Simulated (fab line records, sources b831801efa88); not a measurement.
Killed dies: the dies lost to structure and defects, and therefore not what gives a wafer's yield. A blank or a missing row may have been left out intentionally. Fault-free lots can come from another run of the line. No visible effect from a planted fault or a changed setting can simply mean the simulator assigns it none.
fab line records -- flow sky130
record lots=4, wafers=12, last_day=49
route steps=708 shown CAPM@539 METAL3@555 VIA3@573 PAD_OPEN@708
lots untouched by any fault: they come from a run of this same line in which no faults occurred
start_h: hours from the record's opening day to when the first of the lot's shown wafers began -- wait_h: hours elapsed since this lot's preceding step -- " same as the row above -- L1.1+2: a single row standing in for several wafers -- - no value present, or no start provided -- * or withheld: withheld -- < > ~ a bound
route shown NAME@n: a module of which the file shows steps, and the number in the route of the first -- usual: mean and standard deviation over wafers with no fault -- same: alike in all rows -- chamber/n: place in a boat -- sites: the reading at each site -- _std_site: the values' standard deviation -- _edge_site: outer sites' mean less inner sites' -- radius_mm: how far each site lies from the wafer's centre -- mask NAME#n: copy n -- behind: the last tool/chamber to shape the wafer -- hold: why the lot was held/for how many hours/how that ended -- device: whichever transistor did not switch (one of n, p or np) -- end of line: at the end of the route, the tests of the same wafers -- where a step has no rows: the recipe by itself -- killed: count of dies lost to structure and defects at first sort (not the wafer's yield) -- map: a wafer's dies, x killed, . not, _ none there
set.NAME: setting as actually run; set.NAME@STEP: the setting as run at that earlier step -- model.NAME: the simulator's own value behind a step, which no gauge read
a table for each step, a row for each wafer; lots at some steps of the route
services: when a tool's chamber went out of use (start_h, in hours from the record's first day, below 0 if earlier), for how many hours, and the reason
## steps
# step SKY_CAPM_SPUTTER_02
# recipe material=TiN, target_thk_nm=200, temp_c=300, power_w=6500, time_s=166.7, chamber_pressure_pa=0.4
# step SKY_CAPM_DEHYDRATE_05
# recipe temp_c=200, time_s=60
# step SKY_CAPM_HMDS_06
# recipe prime_time_s=60, prime_temp_c=120
# step SKY_CAPM_COAT_07
# recipe resist=NOVOLAK, spin_rpm=3000, resist_thk_nm=1140
# step SKY_CAPM_SOFTBAKE_08
# recipe temp_c=90, time_s=60, resist=NOVOLAK
# step SKY_CAPM_EXPOSE_09
# recipe mask_id=CAPM, na=0.6, source_shape=conventional, sigma_outer=0.6, polarization=unpolarized, target_cd_nm=1000, dose_mj=159
# step SKY_CAPM_PEB_10
# recipe temp_c=withheld, time_s=*, resist=NOVOLAK
# step SKY_CAPM_DEVELOP_11
# recipe resist=NOVOLAK, developer=TMAH, develop_time_s=60, dev_temp_c=23
# step SKY_CAPM_METAL_ETCH_13
# recipe target_depth_nm=220, stop_on=SiO2, chemistry=Cl2/BCl3, target=TiN, pressure_mtorr=10, icp_w=900, bias_w=48.5, Cl2_flow_sccm=60, bcl3_flow_sccm=30, time_s=62.9
# usual drypump_motor_current_A=5.9/0.39, mfc_cl2_sccm=60.00/0.18, oes_product_au=0.934/0.0088, throttle_valve_pct=21.906/0.0091
lot.wafer,tool,chamber,start_h,wait_h,drypump_motor_current_A,mfc_cl2_sccm,oes_product_au,rf_hours_counter_h,throttle_valve_pct
L653.1,rie_metal-04,1,886.82,0.0,5.5,60.18,0.937,1,21.907
L653.5,rie_metal-04,1,886.82,0.0,5.5,60.17,0.935,-,21.904
L653.6,rie_metal-04,0,886.82,0.0,6.1,60.02,0.936,-,21.898
L666.1,rie_metal-04,0,975.53,0.0,6.2,59.75,0.928,3,21.922
L666.2,rie_metal-04,1,975.53,0.0,5.5,59.87,0.944,6,21.918
L666.4,rie_metal-04,1,975.53,0.0,5.5,59.83,0.933,-,21.915
L668.1,rie_metal-04,0,994.46,0.0,6.1,59.99,0.918,3,21.920
L668.3,rie_metal-04,0,994.46,0.0,6.2,59.57,0.925,-,21.909
L668.4,rie_metal-04,1,994.46,0.0,5.5,60.08,0.914,-,21.923
L672.1,rie_metal-03,0,1019.78,0.0,6.4,60.04,0.943,15,21.911
L672.2,rie_metal-03,1,1019.78,0.0,6.2,60.14,0.939,4,21.897
L672.4,rie_metal-03,1,1019.78,0.0,6.1,60.32,0.935,-,21.898
# step SKY_CAPM_STRIP_14
# recipe chemistry=O2/N2, power_w=1400, pressure_mtorr=1500, platen_temp_c=withheld, o2_flow_sccm=3000, n2_flow_sccm=300, overash_fraction=0.5
# step SKY_CAPM_STRIP_15
# recipe chemistry=post_etch_residue_remover, time_s=1200, temp_c=72.5
# step SKY_CAPM_CLEAN_16
# recipe chemistry=IPA, time_s=180, temp_c=25
# step SKY_CAPM_CLEAN_17
# recipe chemistry=O3/DIW, dry=n2_spin
# step SKY_METAL3_DEHYDRATE_05
# recipe temp_c=200, time_s=60
# step SKY_METAL3_HMDS_06
# recipe prime_time_s=60, prime_temp_c=120
# step SKY_METAL3_COAT_07
# recipe resist=BARC, temp_c=withheld, time_s=withheld, spin_rpm=3000, resist_thk_nm=60
# step SKY_METAL3_COAT_08
# recipe resist=KrF-thick, spin_rpm=3000, resist_thk_nm=1140
# step SKY_METAL3_SOFTBAKE_09
# recipe temp_c=100, time_s=90, resist=KrF-thick
# step SKY_METAL3_EXPOSE_10
# recipe mask_id=MM3, na=0.68, source_shape=annular, sigma_inner=0.4, sigma_outer=0.8, target_cd_nm=300, dose_mj=28
# step SKY_METAL3_PEB_11
# recipe peb_temp_c=withheld, peb_time_s=withheld, resist=KrF-thick
# step SKY_METAL3_DEVELOP_12
# recipe develop_time_s=60, resist=KrF-thick, dev_temp_c=21
# step SKY_METAL3_DESCUM_15
# recipe chemistry=O2, source_power_w=150, bias_power_w=0, pressure_mtorr=10, temp_c=40, time_s=8
# step SKY_METAL3_ETCH_16
# recipe chemistry=N2/H2, target=BARC, ion_energy_ev=200, bias_w=100, pressure_mtorr=30, n2_flow_sccm=100, h2_flow_sccm=200, icp_w=500, stop_on=SiO2, time_s=88.2, target_depth_a=600
# step SKY_METAL3_ETCH_17
# recipe target=SiO2, stop_on=TiN, chemistry=C4F8/O2/Ar, source_w=1500, bias_w=1200, pressure_mtorr=40, c4f8_flow_sccm=withheld, O2_flow_sccm=6, Ar_flow_sccm=300, time_s=3.9, target_depth_a=150
# step SKY_METAL3_METAL_ETCH_18
# recipe target_depth_a=8450, stop_on=SiO2, over_etch_frac=0.3, time_s=183.1, chemistry=Cl2/BCl3, resist_sidewall_deg=88, pressure_mtorr=10, icp_w=900, bias_w=48.5, Cl2_flow_sccm=60, bcl3_flow_sccm=30
# step SKY_METAL3_STRIP_19
# recipe chemistry=O2/N2, power_w=1400, pressure_mtorr=1500, platen_temp_c=withheld, o2_flow_sccm=3000, n2_flow_sccm=300, overash_fraction=0.5
# step SKY_METAL3_STRIP_20
# recipe chemistry=post_etch_residue_remover, time_s=1200, temp_c=72.5
# step SKY_METAL3_CLEAN_21
# recipe chemistry=IPA, time_s=180, temp_c=25
# step SKY_METAL3_CLEAN_22
# recipe chemistry=O3/DIW, dry=n2_spin
# step SKY_VIA3_HDPCVD_00
# recipe material=SiO2, target_thk_nm=1635, sigma_open_frac=0.3, time_s=272.5, temp_c=400, sih4_flow_sccm=60, pressure_mtorr=6
# step SKY_VIA3_CMP_02
# recipe material=SiO2, down_force_psi=4, platen_rpm=60, pad_velocity_m_s=0.94248
# step SKY_VIA3_DEHYDRATE_04
# recipe temp_c=200, time_s=60
# step SKY_VIA3_HMDS_05
# recipe prime_time_s=60, prime_temp_c=120
# step SKY_VIA3_COAT_06
# recipe resist=BARC, temp_c=withheld, time_s=withheld, spin_rpm=3000, resist_thk_nm=60
# step SKY_PAD_OPEN_PROBE_99
# usual defect_limited_yield=82.9/2.2, killed_at_M0_to_M3=42/7, killed_at_M4_up=2.8/1.8, killed_at_contacts=24/5.8, killed_at_front_end=15/4.8, killed_at_other=0.3/0.56, killed_dies=84/11, killed_on_rim=17/4.2, killed_open=46/7.8, killed_short=38/6.3, sort_bin_3_pad_short=0.8/0.43, sort_bin_5_function=10.2/1.6, sort_bin_6_memory=6.0/1.1, sort_n_pass=408/11, sort_yield_pct=82.9/2.2
# same gross_dies=492, killed_at_back_side=0, sort_bin_4_leakage[%]=0, sort_bin_8_speed[%]=0
lot.wafer,tool,chamber,start_h,wait_h,defect_limited_yield[%],killed_at_M0_to_M3,killed_at_M4_up,killed_at_contacts,killed_at_front_end,killed_at_other,killed_dies,killed_on_rim,killed_open,killed_short,sort_bin_3_pad_short[%],sort_bin_5_function[%],sort_bin_6_memory[%],sort_n_pass,sort_yield_pct[%],model.etest.tester.sort_n_pass,model.etest.tester.sort_yield_pct,model.etest.tester.sort_bin_5_pct,model.etest.tester.sort_bin_3_pct
L653.1,prober-02,-,1084.14,0.1,83.1,41,1,27,14,0,83,24,44,39,0.2,11.2,5.5,409,83.1,409,83.13,11.18,0.2033
L653.5,prober-02,-,1084.34,0.2,86.8,32,4,11,17,1,65,13,26,39,1.2,6.9,5.1,427,86.8,427,86.79,6.911,1.22
L653.6,prober-02,-,1084.39,0.2,87.0,29,2,20,12,1,64,8,36,28,0.4,8.9,3.7,428,87.0,428,86.99,8.943,0.4065
L666.1,prober-01,-,1157.61,0.1,79.9,53,4,26,16,0,99,22,58,40,0.6,12.2,7.3,393,79.9,393,79.88,12.2,0.6098
L666.2,prober-01,-,1157.66,0.1,71.5,39,4,24,23,50,140,29,47,40,2.8,17.1,8.5,352,71.5,352,71.54,17.07,2.846
L666.4,prober-01,-,1157.76,0.2,70.1,43,5,28,17,54,147,30,48,45,3.7,17.5,8.7,345,70.1,345,70.12,17.48,3.659
L668.1,prober-01,-,1170.59,0.1,80.7,53,6,25,11,0,95,19,55,40,0.8,11.0,7.5,397,80.7,397,80.69,10.98,0.813
L668.3,prober-01,-,1170.69,0.2,82.3,40,1,35,11,0,87,19,49,37,1.4,9.3,6.9,405,82.3,405,82.32,9.35,1.423
L668.4,prober-01,-,1170.74,0.2,75.6,36,4,19,12,49,120,25,31,40,4.3,13.2,6.9,372,75.6,372,75.61,13.21,4.268
# killed by level:class
L653.1 CONTACT:geometric_particle:open=11 METAL2:geometric_particle:short=10 VIA1:geometric_particle:open=8 LOCAL_INTERCONNECT:geometric_particle:short=6 VIA2:geometric_particle:open=6 LI_CONTACT:geometric_particle:open=4 CONTACT:geometric_particle:short=4 METAL3:geometric_particle:short=4
L653.5 METAL2:geometric_particle:short=6 VIA2:geometric_particle:open=6 FIELD_ISO:geometric_particle:short=5 METAL1:geometric_particle:short=4 FIELD_ISO:geometric_particle:open=3 POLY_GATE:geometric_particle:short=3 LI_CONTACT:geometric_particle:open=3 CONTACT:geometric_particle:open=3
L653.6 CONTACT:geometric_particle:open=6 VIA2:geometric_particle:open=6 VIA1:geometric_particle:open=6 CONTACT:geometric_particle:short=5 POLY_GATE:geometric_particle:open=3 LI_CONTACT:geometric_particle:open=3 VIA2:geometric_particle:short=3 LOCAL_INTERCONNECT:geometric_particle:short=3
L666.1 VIA1:geometric_particle:open=16 VIA3:geometric_particle:open=11 CONTACT:geometric_particle:open=9 LI_CONTACT:geometric_particle:open=8 VIA1:geometric_particle:short=8 FIELD_ISO:geometric_particle:short=7 VIA2:geometric_particle:short=5 CONTACT:geometric_particle:short=4
L666.2 CAPM:unspecified=50 CONTACT:geometric_particle:open=10 VIA1:geometric_particle:open=10 VIA3:geometric_particle:open=7 VIA2:geometric_particle:open=6 FIELD_ISO:geometric_particle:short=5 LI_CONTACT:geometric_particle:short=5 VIA3:geometric_particle:short=5
L666.4 CAPM:unspecified=54 CONTACT:geometric_particle:open=11 VIA1:geometric_particle:open=11 LI_CONTACT:geometric_particle:open=7 VIA1:geometric_particle:short=7 VIA2:geometric_particle:open=6 FIELD_ISO:geometric_particle:short=5 CONTACT:geometric_particle:short=5
L668.1 VIA1:geometric_particle:open=16 CONTACT:geometric_particle:open=8 LOCAL_INTERCONNECT:geometric_particle:short=7 METAL2:geometric_particle:short=7 VIA3:geometric_particle:open=7 VIA1:geometric_particle:short=6 LI_CONTACT:geometric_particle:open=5 METAL4:geometric_particle:short=4
L668.3 CONTACT:geometric_particle:open=16 METAL2:geometric_particle:short=11 LI_CONTACT:geometric_particle:open=8 POLY_GATE:geometric_particle:open=5 VIA1:geometric_particle:open=5 VIA3:geometric_particle:open=5 LOCAL_INTERCONNECT:geometric_particle:short=4 CONTACT:geometric_particle:short=4
L668.4 CAPM:unspecified=49 FIELD_ISO:geometric_particle:short=7 LI_CONTACT:geometric_particle:open=5 VIA2:geometric_particle:open=5 CONTACT:geometric_particle:short=5 VIA1:geometric_particle:open=5 METAL2:geometric_particle:short=5 CONTACT:geometric_particle:open=4
# map L666.4 (x killed, . not)
__________xxxxxxxx.x_________
________.xxxxxxxxx.xx._______
______x.xxxxxxxxxx.xx..._____
_____...xxxxxxxxxxx..x.x.____
____...xxxxxxxx.x.x......x___
___.....x.xxxxxx...........__
__...x..x..x...x..x...x..xx._
_x...x..x.....x.x.x.x...x...x
_.x.x.x.............x....xx..
_.x..x..x.x..x........x......
_...x.xxx.............x.....x
_..x..xx.x..x....xx.....x....
_....xx....x..x...x.....x....
_.x.x.x.xx.x....xx.x.........
_..x.......................x.
__........x.....x..........._
___.....x.x....x.......x...__
____.....x..x..........x..___
_____xx..x........x......____
______xxx....x..xx......_____
________..........x..x_______
__________...xx....._________
# map L668.4 (x killed, . not)
__________xxxxxxx.xx_________
________.xxxxxxxxx.x.._______
______..xxxxxxxxxxx.x..._____
_____...xxxxxxxxxx...x...____
____...x..xxxxxxxx........___
___..x..xxxxxxxx.........x.__
__.....x..........xxx.x.x..._
_x....xx........x............
_....x......................x
_.......x...x.x..............
_......x...x.x.............x.
_..x.xx.....x....x...........
_..........x.xx.x....x...x...
_......xxx........x..........
_x.............x..x..........
__..x.......x.......x..xx..._
___x...............x.......__
____x...x.....x...........___
_____..............x...x.____
______xx........x.x.x..x_____
________x..x.....x...._______
__________.......x.._________
## services
tool,chamber,start_h,hours,kind
rie_metal-04,-,889.96,2.8,pm
rie_metal-04,0,910.49,-,clean
rie_metal-04,0,910.49,17.5,scheduled_down
rie_metal-04,0,910.49,17.5,vent_cycle
rie_metal-03,1,927.03,-,clean
rie_metal-03,1,927.03,26.2,scheduled_down
rie_metal-03,1,927.03,26.2,vent_cycle
rie_metal-04,0,951.34,7.3,repair
rie_metal-03,0,975.18,21.3,repair
rie_metal-03,-,1002.87,0.5,repair
## key
first_sign step=SKY_PAD_OPEN_PROBE_99, reading=killed_at_other, direction=up, sigmas=51, usual=0.3, struck=51
effect step=SKY_PAD_OPEN_PROBE_99, reading=sort_bin_3_pad_short, direction=up, sigmas=6.5, usual=0.8, struck=3.6
model_effect step=SKY_PAD_OPEN_PROBE_99, value=etest.tester.sort_n_pass, without=401.3, struck=356.3
met_at SKY_CAPM_METAL_ETCH_13
struck_wafers L666.2,L666.4,L668.4
onset_between 886.82 975.53
fault kind=chamber_particle_source, tool=rie_metal-04, chamber=1, onset_h=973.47, steps=SKY_CAPM_METAL_ETCH_13, rate_per_visit_cm2=1.0156, end_h=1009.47
